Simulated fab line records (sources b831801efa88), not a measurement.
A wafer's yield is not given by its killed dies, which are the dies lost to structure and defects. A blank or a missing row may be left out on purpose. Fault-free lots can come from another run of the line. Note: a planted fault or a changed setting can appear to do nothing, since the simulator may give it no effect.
2 desks looking at one fault + flow gf180mcu + numbers are kept per desk, each desk with only its own; the story behind them comes last

== AT THE TOOL OWNER'S DESK: lithoTrack-03 ==
The tool's own readings at GF_VT_IMPLANT_DEVELOP_39 (develop time 60 s): means of the sampled wafers that have a number, for each lot that ran on this tool. Any lot whose mean is over 4 standard deviations away from the usual mean is out of limits and marked OUT; that distance is given in the brackets.
Columns: A = developerTempC at GF_VT_IMPLANT_DEVELOP_39, usual 23.01 C
| lot  | first seen here | A                |
|------|-----------------|------------------|
| L706 | day 8 23:02     | 23.20            |
| L707 | day 9 06:04     | 22.92            |
| L708 | day 9 14:05     | 23.05            |
| L712 | day 10 13:38    | 23.04            |
| L714 | day 11 04:55    | 23.06            |
| L717 | day 11 21:50    | 21.97 (-10) OUT  |
| L718 | day 12 09:23    | 22.09 (-9.2) OUT |
This desk's finding: out of limits on L717, L718; first on L717, day 11 21:50 (developerTempC at GF_VT_IMPLANT_DEVELOP_39). In limits: L706, L707, L708, L712, L714.

== METROLOGY DESK ==
What the gauges read for every lot (on any tool): the sampled wafers with a number, averaged. Any lot whose mean is over 4 standard deviations away from the usual mean is out of limits and marked OUT; that distance is given in the brackets.
Columns: A = HV_LDD_03_OVL at GF_HV_LDD_OVL_MEAS_47, usual -1.1 nm; B = HV_LDD_CVD_56_THK at GF_HV_LDD_THK_MEAS_57, usual 90.0 nm; C = SAB_OVL at GF_SAB_OVL_MEAS_10, usual 0.4 nm
| lot  | first seen here | A    | B    | C    |
|------|-----------------|------|------|------|
| L701 | day 12 04:52    | -2.8 | 89.8 | 0.2  |
| L702 | day 12 17:28    | -1.2 | 89.1 | 1.1  |
| L704 | day 13 09:22    | -1.0 | 89.7 | -0.7 |
| L705 | day 13 15:45    | -2.7 | 88.0 | 2.9  |
| L706 | day 14 02:29    | -1.6 | 90.3 | 1.3  |
| L707 | day 14 12:07    | -1.9 | 89.7 | -0.0 |
| L708 | day 14 20:28    | -1.8 | 89.4 | -0.2 |
| L709 | day 15 00:04    | -3.6 | 89.0 | 0.5  |
| L711 | day 15 17:37    | -0.3 | 90.6 | 1.0  |
| L712 | day 16 01:40    | -0.2 | 89.9 | 2.2  |
| L713 | day 16 09:46    | -2.6 | 88.6 | 0.6  |
| L714 | day 16 15:49    | -0.6 | 91.2 | -0.1 |
| L717 | day 17 14:49    | -2.1 | 89.6 | 0.3  |
| L718 | day 18 03:24    | -0.2 | 89.4 | -1.3 |
This desk's verdict: no lot among the 14 shows anything out of limits.

== ALL TOGETHER ==
The tool owner's desk had the chance to raise an alarm at day 11 21:50 on L717, L718.
Nothing out of limits was seen by the metrology desk.
The metrology desk holds a record of L717, L718, inside its limits.
Every lot named ran GF_VT_IMPLANT_DEVELOP_39 on lithoTrack-03.

== WHAT THE SIMULATOR HAD PUT IN ==
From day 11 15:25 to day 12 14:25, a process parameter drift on lithoTrack-03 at GF_VT_IMPLANT_DEVELOP_39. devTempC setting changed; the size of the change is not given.
Shown lots that were struck: L717, L718.
Time in hours from fault onset to the first out-of-limits reading at each desk: the tool owner's desk, 6.
